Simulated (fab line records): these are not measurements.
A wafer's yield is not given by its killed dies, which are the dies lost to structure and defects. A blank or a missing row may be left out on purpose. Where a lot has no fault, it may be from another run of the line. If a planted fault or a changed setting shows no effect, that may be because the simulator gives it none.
fab line records	flow sky130
[record] lots = 13	wafers = 39	last_day = 50
route steps=708 shown NWELL@82 VT_ADJUST_LVTN@104 VT_ADJUST_NCORE@129 LDD_P@264
lots that met no fault: from a run of the same line without faults
start_h: hours from the record's opening day to when the first of the lot's shown wafers began	wait_h: how many hours have passed since the lot's step before this one	" as in the row above	L1.1+2: several wafers, shown together as one row	- either no value or no given start	* or withheld: withheld	< > ~ a bound
route shown NAME@n: NAME is a module with steps in the file, n the number in the route of the first one	usual: mean/standard deviation of fault-free wafers	same: alike in all rows	chamber/n: place in a boat	sites: readings site by site	_std_site: standard deviation of those values	_edge_site: the outer-site mean with the inner-site mean subtracted	radius_mm: for every site, how far away it sits from the centre of the wafer	mask NAME#n: copy n	behind: the tool/chamber that last shaped the wafer	hold: reason for holding the lot/hours on hold/outcome of the hold	device: the n, p or np transistor that did not switch	end of line: the tests these same wafers got at the end of their route	a step without rows: its recipe alone	killed: the dies lost at the first sort to structure and to defects; this is not the yield of the wafer	map: the dies of a wafer, with x for killed, . for not killed, _ for no die there
set.NAME: the setting that was run; set.NAME@STEP: the one run at that earlier step	model.NAME: the simulator's own value behind a step, which no gauge read
the route's steps for a sample of lots (tables are steps, rows are wafers)
services: from which hour (start_h, from the record's first day; less than 0 if before it) a tool's chamber was out of use, for how many hours, and why
[[steps]]
[step SKY_NWELL_RS_MEAS_29]
[recipe] thk_meas_gauge = four-point-probe
[usual] NWELL_RS = 624.7/1.8
lot.wafer	tool	chamber	start_h	wait_h	NWELL_RS[ohm/sq]
L889.1	film_metro-04	-	106.02	0.1	623.6
L889.5	"	-	"	"	624.4
L889.6	"	-	"	"	625.3
L892.3	film_metro-04	-	120.51	0.1	624.2
L892.5	"	-	"	"	623.6
L892.6	"	-	"	"	624.5
L893.3	film_metro-01	-	128.81	0.1	623.2
L893.4	"	-	"	"	626.2
L893.5	"	-	"	"	625.3
L894.3	film_metro-01	-	134.10	0.1	625.0
L894.4	"	-	"	"	623.8
L894.5	"	-	"	"	624.3
L895.1	film_metro-02	-	137.38	0.1	622.2
L895.3	"	-	"	"	621.0
L895.5	"	-	"	"	623.3
L898.1	film_metro-04	-	155.43	0.1	626.1
L898.2	"	-	"	"	626.3
L898.6	"	-	"	"	625.3
L899.1	film_metro-02	-	162.03	0.1	623.8
L899.3	"	-	"	"	623.5
L899.6	"	-	"	"	623.7
L905.2	film_metro-02	-	213.53	0.1	627.0
L905.3	"	-	"	"	626.4
L905.5	"	-	"	"	626.6
L906.1	film_metro-02	-	219.17	0.1	623.0
L906.3	"	-	"	"	626.6
L906.5	"	-	"	"	623.5
L909.3	film_metro-04	-	230.83	0.1	624.9
L909.5	"	-	"	"	625.9
L909.6	"	-	"	"	625.3
L911.3	film_metro-02	-	238.62	0.1	624.3
L911.4	"	-	"	"	624.0
L911.5	"	-	"	"	623.3
L910.2	film_metro-04	-	239.53	0.1	625.4
L910.4	"	-	"	"	624.7
L910.6	"	-	"	"	624.7
L912.1	film_metro-04	-	244.87	0.1	624.3
L912.4	"	-	"	"	622.1
L912.5	"	-	"	"	624.1
[step SKY_VT_ADJUST_LVTN_OVL_MEAS_07]
[usual] VT_ADJUST_LVTN_OVL = 0.5/1.1
lot.wafer	tool	chamber	start_h	wait_h	VT_ADJUST_LVTN_OVL[nm]
L889.1	overlay-01	-	142.67	-	2.3
L889.5	"	-	"	"	2.8
L889.6	"	-	"	"	0.7
L892.3	overlay-01	-	158.88	-	-0.2
L892.5	"	-	"	"	-1.4
L892.6	"	-	"	"	-0.1
L893.3	overlay-02	-	167.93	-	0.1
L893.4	"	-	"	"	1.4
L893.5	"	-	"	"	0.7
L894.3	overlay-01	-	173.80	-	1.4
L894.4	"	-	"	"	2.9
L894.5	"	-	"	"	1.7
L895.1	overlay-02	-	177.29	-	-1.2
L895.3	"	-	"	"	0.1
L895.5	"	-	"	"	-0.2
L898.1	overlay-01	-	196.14	-	2.3
L898.2	"	-	"	"	0.2
L898.6	"	-	"	"	0.8
L899.1	overlay-01	-	203.19	-	0.0
L899.3	"	-	"	"	1.5
L899.6	"	-	"	"	1.9
L905.2	overlay-01	-	259.40	-	-0.5
L905.3	"	-	"	"	-1.0
L905.5	"	-	"	"	0.0
L906.1	overlay-01	-	266.54	-	0.8
L906.3	"	-	"	"	0.1
L906.5	"	-	"	"	-0.7
L909.3	overlay-01	-	280.00	-	0.8
L909.5	"	-	"	"	0.1
L909.6	"	-	"	"	-0.6
L911.3	overlay-01	-	287.08	-	-0.7
L911.4	"	-	"	"	-1.3
L911.5	"	-	"	"	0.3
L910.2	overlay-02	-	288.14	-	0.2
L910.4	"	-	"	"	0.2
L910.6	"	-	"	"	-0.3
L912.1	overlay-02	-	293.44	-	1.0
L912.4	"	-	"	"	1.6
L912.5	"	-	"	"	1.4
[step SKY_VT_ADJUST_NCORE_STRIP_10]
[recipe] chemistry = O2/N2	power_w = 1400	pressure_mtorr = 1500	platen_temp_c = withheld	o2_flow_sccm = 3000	n2_flow_sccm = 300	overash_fraction = 0.5
[usual] drypump_motor_current_A = 5.7/0.56	oes_product_au = 0.716/0.0041	strip_time_to_endpoint_s = 14.17/0.049
[same] overash_fraction = 0.5
lot.wafer	tool	chamber	start_h	wait_h	drypump_motor_current_A	oes_product_au	rf_hours_counter_h	strip_time_to_endpoint_s
L889.1	plasma_asher-02	1	183.40	0.1	5.6	0.709	37	14.25
L889.5	"	1	"	"	5.6	0.718	-	14.28
L889.6	"	0	"	"	6.2	0.710	-	14.24
L892.3	plasma_asher-02	1	199.03	0.1	5.6	0.711	-	14.20
L892.5	"	1	"	"	5.6	0.713	-	14.22
L892.6	"	0	"	"	6.2	0.719	-	14.21
L893.3	plasma_asher-02	1	208.83	0.1	5.6	0.711	-	14.17
L893.4	"	0	"	"	6.2	0.717	-	14.12
L893.5	"	1	"	"	5.6	0.717	-	14.25
L894.3	plasma_asher-03	0	216.15	0.1	6.2	0.718	-	14.20
L894.4	"	1	"	"	5.4	0.721	-	14.21
L894.5	"	0	"	"	6.2	0.717	-	14.22
L895.1	plasma_asher-03	0	219.05	0.1	6.2	0.715	10	14.16
L895.3	"	1	"	"	5.3	0.718	-	14.15
L895.5	"	1	"	"	5.4	0.714	-	14.11
L898.1	plasma_asher-01	0	240.59	0.1	6.3	0.713	55	14.17
L898.2	"	1	"	"	4.8	0.714	55	14.20
L898.6	"	1	"	"	4.8	0.711	-	14.14
L899.1	plasma_asher-02	0	247.82	0.1	6.2	0.727	43	14.14
L899.3	"	0	"	"	6.2	0.722	-	14.16
L899.6	"	1	"	"	5.6	0.717	-	14.20
L905.2	plasma_asher-02	1	309.39	0.1	5.6	0.716	49	14.15
L905.3	"	1	"	"	5.6	0.717	-	14.15
L905.5	"	1	"	"	5.6	0.707	-	14.10
L906.1	plasma_asher-01	0	318.22	0.1	6.3	0.716	62	14.19
L906.3	"	0	"	"	6.3	0.717	-	14.19
L906.5	"	0	"	"	6.3	0.715	-	14.20
L909.3	plasma_asher-01	1	331.18	0.1	4.8	0.705	-	14.15
L909.5	"	1	"	"	4.8	0.717	-	14.13
L909.6	"	0	"	"	6.3	0.724	-	14.14
L911.3	plasma_asher-03	0	339.35	0.1	6.2	0.714	-	14.06
L911.4	"	1	"	"	5.4	0.725	-	14.11
L911.5	"	1	"	"	5.3	0.720	-	14.10
L910.2	plasma_asher-03	0	340.55	0.1	6.2	0.713	21	14.24
L910.4	"	1	"	"	5.3	0.719	-	14.25
L910.6	"	1	"	"	5.3	0.715	-	14.20
L912.1	plasma_asher-02	1	346.72	0.1	5.6	0.718	53	14.15
L912.4	"	1	"	"	5.6	0.720	-	14.17
L912.5	"	0	"	"	6.3	0.724	-	14.14
[step SKY_LDD_P_IMPLANT_09]
[recipe] species = BF2	energy_kev = 25	dose_cm2 = 1e+13	tilt_deg = withheld
[usual] beam_energy_keV = 25.001/0.008	dose_ions_cm2 = 1.0001e+13/1.1e+10
[same] implant_ion_amu = 49
lot.wafer	tool	chamber	start_h	wait_h	beam_energy_keV	dose_ions_cm2
L889.1	implanter-01	0	432.08	0.0	25.000	1.0012e+13
L889.5	"	0	"	"	24.999	1.0009e+13
L889.6	"	0	"	"	25.005	1.0036e+13
L892.3	implanter-01	0	457.97	0.1	24.996	1.0003e+13
L892.5	"	0	"	"	25.014	1.0013e+13
L892.6	"	0	"	"	25.009	1e+13
L893.3	implanter-03	0	473.58	0.1	24.989	1.0002e+13
L893.4	"	0	"	"	24.998	1.0003e+13
L893.5	"	0	"	"	25.000	9.999e+12
L894.3	implanter-03	0	476.81	0.1	25.007	1.0002e+13
L894.4	"	0	"	"	24.993	9.988e+12
L894.5	"	0	"	"	25.011	9.994e+12
L895.1	implanter-01	0	481.89	0.0	25.005	1e+13
L895.3	"	0	"	"	25.003	1.0002e+13
L895.5	"	0	"	"	24.995	9.999e+12
L898.1	implanter-03	0	512.74	0.0	24.998	1.0015e+13
L898.2	"	0	"	"	25.000	1.0003e+13
L898.6	"	0	"	"	25.001	1.0025e+13
L899.1	implanter-03	0	523.06	0.0	24.993	1.0003e+13
L899.3	"	0	"	"	24.995	1.0007e+13
L899.6	"	0	"	"	24.993	1.0001e+13
L905.2	implanter-01	0	588.95	0.0	26.506	1.001e+13
L905.3	"	0	"	"	26.505	9.992e+12
L905.5	"	0	"	"	26.498	1.0011e+13
L906.1	implanter-01	0	602.78	0.0	26.489	1.0002e+13
L906.3	"	0	"	"	26.489	1.0006e+13
L906.5	"	0	"	"	26.488	9.984e+12
L909.3	implanter-03	0	614.63	0.1	25.004	9.994e+12
L909.5	"	0	"	"	25.004	1.0004e+13
L909.6	"	0	"	"	24.996	1.0007e+13
L911.3	implanter-04	0	623.41	0.1	25.010	9.992e+12
L911.4	"	0	"	"	25.000	9.992e+12
L911.5	"	0	"	"	25.012	9.996e+12
L910.2	implanter-04	0	624.72	0.0	25.008	9.987e+12
L910.4	"	0	"	"	25.005	1.0005e+13
L910.6	"	0	"	"	25.003	1.0001e+13
L912.1	implanter-04	0	630.78	0.0	25.011	9.999e+12
L912.4	"	0	"	"	24.993	9.996e+12
L912.5	"	0	"	"	24.999	1.0023e+13
[[services]]
tool	chamber	start_h	hours	kind
plasma_asher-01	-	161.90	2.8	pm
implanter-03	-	166.50	1.4	repair
implanter-03	-	223.73	0.7	repair
implanter-01	-	254.66	15.6	repair
implanter-01	-	289.10	9.6	repair
plasma_asher-03	-	295.94	4.4	repair
implanter-01	-	296.86	1.5	repair
plasma_asher-02	-	300.83	0.4	repair
plasma_asher-03	-	315.81	4.0	repair
plasma_asher-02	-	332.70	3.2	repair
implanter-03	-	349.65	3.5	repair
plasma_asher-03	-	367.16	9.7	repair
implanter-03	-	388.86	1.8	repair
plasma_asher-02	-	432.04	2.8	pm
implanter-01	-	438.57	6.5	pm
implanter-01	-	448.71	1.6	repair
plasma_asher-03	-	454.56	19.3	repair
plasma_asher-03	-	473.83	14.6	pm
implanter-01	-	550.58	2.1	repair
implanter-03	-	568.00	2.2	repair
implanter-03	-	588.62	2.9	repair
plasma_asher-03	-	596.63	2.4	repair
plasma_asher-02	-	618.78	1.1	repair
implanter-01	-	622.19	3.4	repair
[[key]]
[first_sign] step = SKY_LDD_P_IMPLANT_09	reading = beam_energy_keV	direction = up	sigmas = 99+	usual = *	struck = *
effect none on later readings
met_at SKY_LDD_P_IMPLANT_09
struck_lots L905,L906
tester_left_out L905,L906
not_acting_at SKY_NWELL_RS_MEAS_29,SKY_VT_ADJUST_LVTN_OVL_MEAS_07,SKY_VT_ADJUST_NCORE_STRIP_10
onset_between 481.89 588.95
[fault] kind = process_parameter_drift	tool = implanter-01	chamber = -	onset_h = 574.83	steps = SKY_LDD_P_IMPLANT_09	channel = energy_kev	offset = *	shape = step	end_h = 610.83	acts_in = *	stated = *
// tester_left_out: of these lots the tester's yield and bins aren't shown, on N5 and GAA mostly nor the transistor test; their killed dies are dies lost to structure and defects alone, not to doping, threshold or leakage, so they don't give the yield
